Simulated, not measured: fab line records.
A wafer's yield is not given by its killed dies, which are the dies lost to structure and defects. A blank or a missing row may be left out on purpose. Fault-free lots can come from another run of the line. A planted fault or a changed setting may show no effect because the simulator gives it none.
The tool behind it: which one? -- flow sfqLine -- 10 lots, 30 wafers sampled, at 1 step of a route of 325

## WHAT THE GAUGES SHOWED, per wafer
No reading from a measuring or inspecting step in the record can be judged against a usual standard deviation.

## WHAT TOOL EACH LOT RAN ON (gives the tool, then ch and the chambers of the sampled wafers, and finally the start)
lot,SFQ_TRILAYER_I2_METRO_MEASURE_065
L491,"filmMetro-03, day 29 14:28"
L500,"filmMetro-02, day 35 07:42"
L502,"filmMetro-02, day 36 13:30"
L503,"filmMetro-02, day 40 17:30"
L505,"filmMetro-01, day 41 22:25"
L507,"filmMetro-03, day 42 19:25"
L509,"filmMetro-01, day 43 10:21"
L512,"filmMetro-01, day 44 10:21"
L513,"filmMetro-01, day 45 01:33"
L514,"filmMetro-03, day 45 04:45"
- SFQ_TRILAYER_I2_METRO_MEASURE_065

## AS READ BY THE TOOLS THEMSELVES (means over the sampled wafers that have a number; for cases with no such wafer, the mark the record gives instead)
SFQ_TRILAYER_I2_METRO_MEASURE_065.
lot,tool,thkNm (nm)
L491,filmMetro-03,198.7
L500,filmMetro-02,204.9
L502,filmMetro-02,204.6
L503,filmMetro-02,203.9
L505,filmMetro-01,200.1
L507,filmMetro-03,200.1
L509,filmMetro-01,200.5
L512,filmMetro-01,198.9
L513,filmMetro-01,200.0
L514,filmMetro-03,198.5

## THE ANSWER, worked out from the rows above alone
Rule: the lots themselves supply what counts as usual. The widest of any qualifying gaps counts: lots, ordered by their means at a reading, are off when they make up no more than a third of the lots, leave a main group of 4 or more, and stand apart from it by 3 or more times the standard deviation of that group's means. Not used: any main group whose means are identical at the precision the tables above print for the reading. Also off: a lot with no number at a reading for which 4 or more lots have one. Any other lot the step has rows for is counted as sound. Order of review: gauges by route order, followed by the tools' own readings, for which a lot's mean as printed above is used. At the first step where some lot is off, the reading lying furthest off is the one used; lots without a number count as furthest.
Off at SFQ_TRILAYER_I2_METRO_MEASURE_065 (thkNm): L500, L502, L503. The main group: mean 199.5 nm, standard deviation 0.75.
A tool fits if, at that step or a process step before it, it ran every lot that is off, and no sound lot after the first of them. One candidate fits, namely filmMetro-02 at SFQ_TRILAYER_I2_METRO_MEASURE_065. It ran no sound lot before its first lot that is off in this sample, so the start can't be narrowed down.
The tool's own readings at SFQ_TRILAYER_I2_METRO_MEASURE_065 bear it out: on the lots that are off they differ by more than 5 times the standard deviation of the sound lots' means. thkNm reads 204.5 nm there against 199.5 nm on the sound lots.

## WHAT HAD BEEN PUT IN BY THE SIMULATOR
Metrology matching offset: filmMetro-02, from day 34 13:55 on, at SFQ_TRILAYER_I2_METRO_MEASURE_065. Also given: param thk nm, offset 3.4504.
Shown lots that were struck: L500, L502, L503. The rule given above showed the same thing.
